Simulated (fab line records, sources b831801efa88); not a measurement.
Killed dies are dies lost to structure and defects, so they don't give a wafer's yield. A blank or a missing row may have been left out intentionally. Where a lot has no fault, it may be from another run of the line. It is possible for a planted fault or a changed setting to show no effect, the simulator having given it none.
Problem report in the 8D (eight disciplines) form, filled by code	flow gf180mcu	the parts of the form that need people (team, actions taken, sign-off) are left out

== 1. WHAT IS WRONG ==
cd-nm at GF_V3_CD_MEAS_14 reads a mean of 270.8 nm on 6 wafers of 2 lots; wafers without a fault read 259.9 nm with a standard deviation of 1.4. That is +7.8 standard deviations from the usual mean.
The step: target cd 260 nm.
First observed at day 27 04:14: wafer L389.4, on cd-sem-02. At this step, 36 wafers from 12 lots have a number in the record. Rule for "out" (also "out of limits"): further than 4 standard deviations from the usual mean. The rest of the wafers with a number are treated as sound.

== 2. WHAT THIS IS AND IS NOT ==
question	is	is not
which readings at this step	cd-nm	-
which lots	L389, L390	L376, L377, L378, L379, L380, L381, L388, L392, L394, L395
which wafers of those lots	all that have a number	-
read on which gauges	cd-sem-01, cd-sem-02	-
when	from day 27 04:14	up to then (21 sound wafers); but 9 sound wafers of L392, L394, L395 came after

== 3. SUSPECTS, AND WHAT RULES EACH OUT ==
Counting: a tool at any process step up to the reading remains a suspect when it ran all the lots that are out and ran no sound lot after the first of those.
- the gauge at GF_V3_CD_MEAS_14 is ruled out. The wafers that are out were read on 2 gauges (cd-sem-01, cd-sem-02).
- plasma-asher-03 at GF_M3_STRIP_17 (strips in O2/N2): ruled out as a lasting fault. After its first lot that is out, L389 (day 26 06:38), sound lots L394 ran on it.
- litho-track-04 at GF_V3_PEB_12 (peb time 90 s): kept. Every lot that is out went through it, starting with L389 (day 27 03:55), and after that it ran no sound lot; the last sound lot it ran before then is L381 (day 24 08:43). Its own heater-power-total-W, plate-temp-C readings are out on those wafers.
The count leaves litho-track-04 at GF_V3_PEB_12.

== 4. THE CAUSE (what the simulator had put in) ==
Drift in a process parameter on litho-track-04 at GF_V3_PEB_12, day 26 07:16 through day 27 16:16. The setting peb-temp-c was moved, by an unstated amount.
This tool alone remained once counting was done.

== 5. THE CHAIN OF EFFECTS, in route order ==
Rows list readings where the struck wafers' mean (over those with a number) sits beyond 3 standard deviations from the usual. Only readings whose record carries a usual standard deviation are examined. hours: median over the lots of the time between each lot's start at the first step of this table that gives one and its start at this step. sigmas: the change, counted in usual standard deviations.
hours	step	reading	usual	on struck wafers	change	sigmas
0	GF_V3_PEB_12	heater-power-total-W	85.69 W	89.75	+4.06	+49
0	GF_V3_PEB_12	plate-temp-C	135.02 C	139.81	+4.79	+37
0	GF_V3_CD_MEAS_14	cd-nm	259.9 nm	270.8	+10.9	+7.8
Process steps it contains:
- GF_V3_PEB_12: peb time 90 s.
Later measuring or inspecting steps at which every struck wafer that the step has a row for has a number for every such reading, and none has moved that far: GF_V3_OVL_MEAS_15.

== 6. WHAT WOULD HAVE CAUGHT IT SOONER ==
Counted from the fault's start at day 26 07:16, it took 21 hours until the first out-of-limits reading at a measuring or inspecting step in this record, taken at day 27 04:14.
The tool's own readings at GF_V3_PEB_12 were out on every struck wafer that the step has a row for (heater-power-total-W, plate-temp-C): an alarm limit on them would have fired on the first of those.
Among the 2 lots that are out, L390 began GF_V3_PEB_12 on litho-track-04 after day 27 04:14. Putting the tool on hold at that point would have spared it.
